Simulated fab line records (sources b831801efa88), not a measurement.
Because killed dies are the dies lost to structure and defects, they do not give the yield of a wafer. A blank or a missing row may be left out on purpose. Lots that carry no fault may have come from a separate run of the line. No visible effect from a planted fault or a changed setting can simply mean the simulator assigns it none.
A lot that was struck, set against a sound lot | flow sky130 | 43 out of 708 route steps
Sound: the wafers L300.1, L300.2, L300.3. The struck wafers were L317.1, L317.3, L317.6. Last of all comes the cause.
Order at every step that has rows: each side's tool, ch and its chambers, its first start. Under that, the readings that differ: sound wafers | struck wafers | difference of the means | sigmas: that difference in standard deviations of wafers without a fault.
alike: readings with means less than 2 such deviations apart, plus words and numbers identical on both sides. not compared: withheld readings, readings lacking a value on some wafer, bounds such as >300 that could conceal the same value, and numbers that have no deviation in the record and whose values overlap.
The two part at a step that has a row with sigmas, a row that says differs or no value, or rows on one side only. Numbers that have no deviation but don't overlap get no sigmas and don't part them. A reading missing from all wafers of one side parts the sides only when that side holds two or more wafers.

SKY_VIA3_OVL_MEAS_13:
  struck on overlay-01, day 45 02:11; sound on overlay-02, day 40 07:16
  alike: VIA3_OVL
SKY_VIA3_ETCH_14: etches BARC in N2/H2, stops on SiO2, time 45.9 s, target depth 60 nm.
  sound on rie_diel-02 ch 0,2,3, day 40 07:19; struck on rie_diel-03 ch 0,1,2, day 45 02:13
  alike: drypump_motor_current_A, oes_product_au, throttle_valve_pct
  not compared: rf_hours_counter_h
SKY_VIA3_ETCH_15: etches SiO2 in C4F8/O2/Ar, stops on TiN, target depth 507 nm, time 78 s.
  sound on rie_diel-02 ch 0,2,3, day 40 07:21; struck on rie_diel-03 ch 0,1,2, day 45 02:16
  alike: oes_product_au
  not compared: rf_hours_counter_h
then, 6 steps without rows for these wafers: SKY_VIA3_STRIP_16 (strips in O2/N2); SKY_VIA3_STRIP_17 (strips in post etch residue remover, time 1200 s); SKY_VIA3_CLEAN_18 (cleans in IPA, time 180 s); SKY_VIA3_CLEAN_19 (cleans in O3/DIW); SKY_VIA3_SPUTTER_20 (material TiN, target thk 20 nm, time 80 s); SKY_VIA3_CVD_21 (deposits W, target thk 390 nm, time 117.31 s).
SKY_VIA3_RS_MEAS_22: measurement is done with a four-point probe.
  struck on film_metro-01, day 45 03:31; sound on film_metro-03, day 40 08:13
  alike: VIA3_W_RS
SKY_VIA3_THK_MEAS_23: measures by xrf.
  struck on film_metro-01, day 45 03:38; sound on film_metro-03, day 40 08:20
  alike: VIA3_W_THK
SKY_VIA3_CMP_24: polishes, stops on SiO2, t overpolish 20 s, target thk 0 nm.
  sound on cmp-02 ch 0,1,3, day 40 08:24; struck on cmp-02 ch 0,3, day 45 03:44
  reading                | sound     | struck   | difference | sigmas
  time_to_endpoint_s (s) | 103 94 89 | 85 89 85 | -9         | -2
  alike: motor_current_A, overpolish_run_s
SKY_METAL4_SPUTTER_00: material Ti, target thk 15 nm, time 10 s.
  struck on pvd_sputter-01, day 45 03:59; sound on pvd_sputter-04, day 40 08:42
  alike: throttle_valve_pct
SKY_METAL4_SPUTTER_01: material TiN, target thk 20 nm, time 16.7 s.
  struck on pvd_sputter-01, day 45 04:01; sound on pvd_sputter-04, day 40 08:44
  alike: throttle_valve_pct
then, 2 steps without rows for these wafers: SKY_METAL4_SPUTTER_02 (material AlCu, target thk 735 nm, time 39.1 s); SKY_METAL4_SPUTTER_03 (material Ti, target thk 5 nm, time 3.3 s).
SKY_METAL4_SPUTTER_04: material TiN, target thk 70 nm, time 58.3 s.
  struck on pvd_sputter-01, day 45 04:06; sound on pvd_sputter-04, day 40 08:49
  alike: throttle_valve_pct
then, 1 step without rows for these wafers: SKY_CAP2M_CVD_00 (deposits SiO2, target thk 15.5 nm).
SKY_CAP2M_THK_MEAS_01:
  struck on film_metro-04, day 45 04:10; sound on film_metro-04, day 40 08:53
  alike: CAP2M_CVD_00_THK
then, 1 step without rows for these wafers: SKY_CAP2M_SPUTTER_02 (material TiN, target thk 200 nm, time 166.7 s).
SKY_CAP2M_RS_MEAS_03: measurement is done with a four-point probe.
  struck on film_metro-02, day 45 04:20; sound on film_metro-01, day 40 09:03
  alike: CAP2M_TIN_RS
SKY_CAP2M_THK_MEAS_04: measures by xrf.
  struck on film_metro-02, day 45 04:28; sound on film_metro-01, day 40 09:10
  alike: CAP2M_TIN_THK
then, 7 steps without rows for these wafers: SKY_CAP2M_DEHYDRATE_05 (time 60 s); SKY_CAP2M_HMDS_06 (prime time 60 s); SKY_CAP2M_COAT_07 (resist thk 1140 nm); SKY_CAP2M_SOFTBAKE_08 (time 60 s); SKY_CAP2M_EXPOSE_09 (exposes mask CAP2M, target cd 1000 nm); SKY_CAP2M_PEB_10; SKY_CAP2M_DEVELOP_11 (develop time 60 s).
SKY_CAP2M_OVL_MEAS_12:
  struck on overlay-01, day 46 01:56; sound on overlay-01, day 41 08:58
  alike: CAP2M_OVL
then, 12 steps without rows for these wafers: SKY_CAP2M_METAL_ETCH_13 (etches TiN in Cl2/BCl3, stops on SiO2, target depth 220 nm, time 62.9 s); SKY_CAP2M_STRIP_14 (strips in O2/N2); SKY_CAP2M_STRIP_15 (strips in post etch residue remover, time 1200 s); SKY_CAP2M_CLEAN_16 (cleans in IPA, time 180 s); SKY_CAP2M_CLEAN_17 (cleans in O3/DIW); SKY_METAL4_DEHYDRATE_05 (time 60 s); SKY_METAL4_HMDS_06 (prime time 60 s); SKY_METAL4_COAT_07 (resist thk 60 nm); SKY_METAL4_COAT_08 (resist thk 1140 nm); SKY_METAL4_SOFTBAKE_09 (time 90 s); SKY_METAL4_EXPOSE_10 (exposes mask MM4, target cd 300 nm); SKY_METAL4_PEB_11.
-- the record jumps here: 4 days lie between the struck wafers' starts before and after (it left off in module METAL4 and takes up again in module PAD_OPEN, whose first step shown is number 708 of the route) --
SKY_PAD_OPEN_PROBE_99:
  struck on prober-01, day 50 07:59; sound on prober-01, day 46 08:49
  reading                               | sound               | struck            | difference | sigmas
  defect_limited_yield (%)              | 82.5 83.1 81.3      | 80.5 77.6 73.8    | -5.0       | -3
  killed_at_M4_up                       | 2 5 7               | 15 32 44          | +26        | +14
  killed_dies                           | 86 83 92            | 96 110 129        | +25        | +3
  sort_bin_3_pad_short (%)              | 1.0 0.2 0.6         | 1.4 2.2 2.4       | +1.4       | +3
  sort_bin_5_function (%)               | 9.8 10.4 11.4       | 10.6 13.8 16.7    | +3.2       | +2
  sort_n_pass                           | 406 409 400         | 396 382 363       | -25        | -3
  sort_yield_pct (%)                    | 82.5 83.1 81.3      | 80.5 77.6 73.8    | -5.0       | -3
  model.etest.tester.sort_n_pass        | 406 409 400         | 396 382 363       | -25        |
  model.etest.tester.sort_yield_pct (%) | 82.52 83.13 81.3    | 80.49 77.64 73.78 | -5.01      |
  model.etest.tester.sort_bin_3_pct (%) | 1.016 0.2033 0.6098 | 1.423 2.236 2.439 | +1.423     |
  alike: killed_at_M0_to_M3, killed_at_contacts, killed_at_front_end, killed_at_other, killed_open, killed_short, sort_bin_6_memory
  not compared: model.etest.tester.sort_bin_5_pct

WHERE THEY PART
At SKY_VIA3_CMP_24 first; at SKY_PAD_OPEN_PROBE_99 last (within this record only).

WHY: the cause the simulator had injected
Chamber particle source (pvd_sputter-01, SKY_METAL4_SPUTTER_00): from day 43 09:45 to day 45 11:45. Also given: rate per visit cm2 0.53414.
